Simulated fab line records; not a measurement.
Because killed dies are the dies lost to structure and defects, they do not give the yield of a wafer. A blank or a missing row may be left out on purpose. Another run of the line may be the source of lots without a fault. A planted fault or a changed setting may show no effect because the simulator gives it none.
A single fault, viewed from 2 desks ; flow sky130 ; numbers are kept per desk, each desk with only its own; the story behind them comes last

== FOR THE TOOL OWNER'S DESK: implanter-02 ==
SKY_SD_P_IMPLANT_09, tool's own readings: per-lot mean of the sampled wafers with a number, covering each lot this tool ran. Marked OUT: a lot whose mean sits more than 4 standard deviations from the usual mean, which makes it out of limits; the brackets give that distance.
Columns: A = beam energy keV at SKY_SD_P_IMPLANT_09, usual 20.001; B = tilt deg at SKY_SD_P_IMPLANT_09, usual 0.006 degrees
lot;first seen here;A;B
L282;day 27 14:43;16.157 (-99 or more) OUT;0.002
L283;day 27 21:40;16.150 (-99 or more) OUT;-0.011
L293;day 31 03:22;19.999;0.014
L296;day 32 10:19;20.000;-0.006
L297;day 32 11:32;20.003;-0.008
Finding of this desk: L282, L283 out of limits; the first was L282 at day 27 14:43, on beam energy keV at SKY_SD_P_IMPLANT_09. L293, L296, L297 stayed within limits.

== METROLOGY DESK ==
What the gauges read, lot by lot, whatever tool the lot ran on: means of the sampled wafers that have a number. Marked OUT: a lot whose mean sits more than 4 standard deviations from the usual mean, which makes it out of limits; the brackets give that distance.
Columns: A = SD_P_TW at SKY_SD_P_TW_MEAS_11, usual 2819; B = SD_P_RS at SKY_SD_N_RS_MEAS_17, usual 147.1 ohm/sq; C = CONTACT_W_RS at SKY_CONTACT_RS_MEAS_25, usual 0.337 ohm/sq; D = VIA1_W_RS at SKY_VIA1_RS_MEAS_22, usual 0.424 ohm/sq
lot;first seen here;A;B;C;D
L278;day 26 02:13;2799;147.0;0.339;0.419
L282;day 27 14:58;2662 (-13) OUT;161.9 (+41) OUT;0.337;0.417
L283;day 27 21:52;2652 (-14) OUT;161.0 (+39) OUT;0.335;0.426
L292;day 31 01:40;2831;147.1;0.333;0.424
L293;day 31 03:35;2826;147.4;0.345;0.428
L294;day 31 14:53;2829;147.0;0.333;0.418
L295;day 32 03:50;2818;146.6;0.334;0.428
L296;day 32 10:31;2823;147.4;0.339;0.420
L297;day 32 11:46;2815;147.6;0.338;0.419
L299;day 32 20:59;2803;147.2;0.331;0.430
This desk's result: L282, L283 out of limits, first on L282 (SD_P_TW at SKY_SD_P_TW_MEAS_11), day 27 14:58. L278, L292, L293, L294, L295, L296, L297, L299 stayed within limits.

== PUT TOGETHER ==
The tool owner's desk had the chance to raise an alarm at day 27 14:43 on L282, L283.
At day 27 14:58 the metrology desk could have sounded an alarm, on L282, L283.
On implanter-02, each named lot ran SKY_SD_P_IMPLANT_09.

== WHAT HAD BEEN PUT IN BY THE SIMULATOR ==
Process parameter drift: implanter-02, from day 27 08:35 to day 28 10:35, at SKY_SD_P_IMPLANT_09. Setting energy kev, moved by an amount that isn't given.
Shown lots that were struck: L282, L283.
Fault start to first reading out of limits, in hours, per desk: tool owner, 6; metrology, 6.
